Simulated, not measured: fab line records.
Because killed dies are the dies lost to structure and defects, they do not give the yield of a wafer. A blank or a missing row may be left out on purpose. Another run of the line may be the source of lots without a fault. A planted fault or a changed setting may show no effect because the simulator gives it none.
Which tool did it? ; flow sky130 ; 18 wafers from 6 lots sampled at 3 of the route's 708 steps

== WHAT EACH GAUGE READ, for each wafer ==
SKY_CONTACT_CD_MEAS_14: target cd 170 nm.
lot;measured;on;cd_nm (nm)
L891;day 32 02:46;cd_sem-01;169.2 168.0 168.1
L894;day 32 23:51;cd_sem-01;170.2 170.7 168.8
L898;day 34 11:03;cd_sem-02;171.7 172.1 170.9
L906;day 37 05:23;cd_sem-02;155.5 157.3 159.0
L909;day 38 07:40;cd_sem-02;170.5 170.2 169.5
L911;day 38 15:43;cd_sem-02;172.6 171.5 171.8

== EACH LOT AND THE TOOL THAT RAN IT (in order: tool; ch and the chambers of the sampled wafers; start) ==
lot;SKY_LOCAL_INTERCONNECT_METAL_ETCH_14;SKY_CONTACT_EXPOSE_11
L891;rie_metal-01 ch 0,1, day 30 21:18;krf_scanner-01 ch 0, day 31 13:04
L894;rie_metal-03 ch 0,1, day 31 18:42;krf_scanner-02 ch 0, day 32 10:32
L898;rie_metal-01 ch 0, day 33 06:20;krf_scanner-01 ch 0, day 33 21:50
L906;rie_metal-01 ch 0, day 36 01:06;krf_scanner-01 ch 0, day 36 16:28
L909;rie_metal-01 ch 0,1, day 37 04:22;krf_scanner-02 ch 0, day 37 19:08
L911;rie_metal-03 ch 0,1, day 37 13:34;krf_scanner-02 ch 0, day 38 03:44
- SKY_LOCAL_INTERCONNECT_METAL_ETCH_14: etches TiN in Cl2/BCl3, stops on PSG, target depth 110 nm, time 31.4 s.
- SKY_CONTACT_EXPOSE_11: exposes mask CTM1, target cd 170 nm.

== THE ANSWER, worked out from the rows above alone ==
Rule: the lots themselves supply what counts as usual. The widest of any qualifying gaps counts: lots, ordered by their means at a reading, are off when they make up no more than a third of the lots, leave a main group of 4 or more, and stand apart from it by 3 or more times the standard deviation of that group's means. A main group is skipped when, at the precision printed for the reading in the tables above, its means are all equal. Also off: a lot with no number at a reading for which 4 or more lots have one. The other lots that the step has rows for count as sound.
Off: L906 (SKY_CONTACT_CD_MEAS_14, cd_nm). Mean 170.4 nm and standard deviation 1.3 in the main group.
A tool fits if, at a process step before that reading, it ran every lot that is off, and no sound lot after the first of them. Those tools and the gauges at SKY_CONTACT_CD_MEAS_14 are tried in the same way. One fits: krf_scanner-01 at SKY_CONTACT_EXPOSE_11. A fault onset in the window from L898 (day 33 21:50, its last sound lot) to L906 (day 36 16:28, its first lot off) fits.

== WHAT THE SIMULATOR PUT IN ==
Drift in process parameters on krf_scanner-01 at SKY_CONTACT_EXPOSE_11, starting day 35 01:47. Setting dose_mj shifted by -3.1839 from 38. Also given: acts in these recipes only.
Struck lots among those shown: L906. The same result came from the rule above.
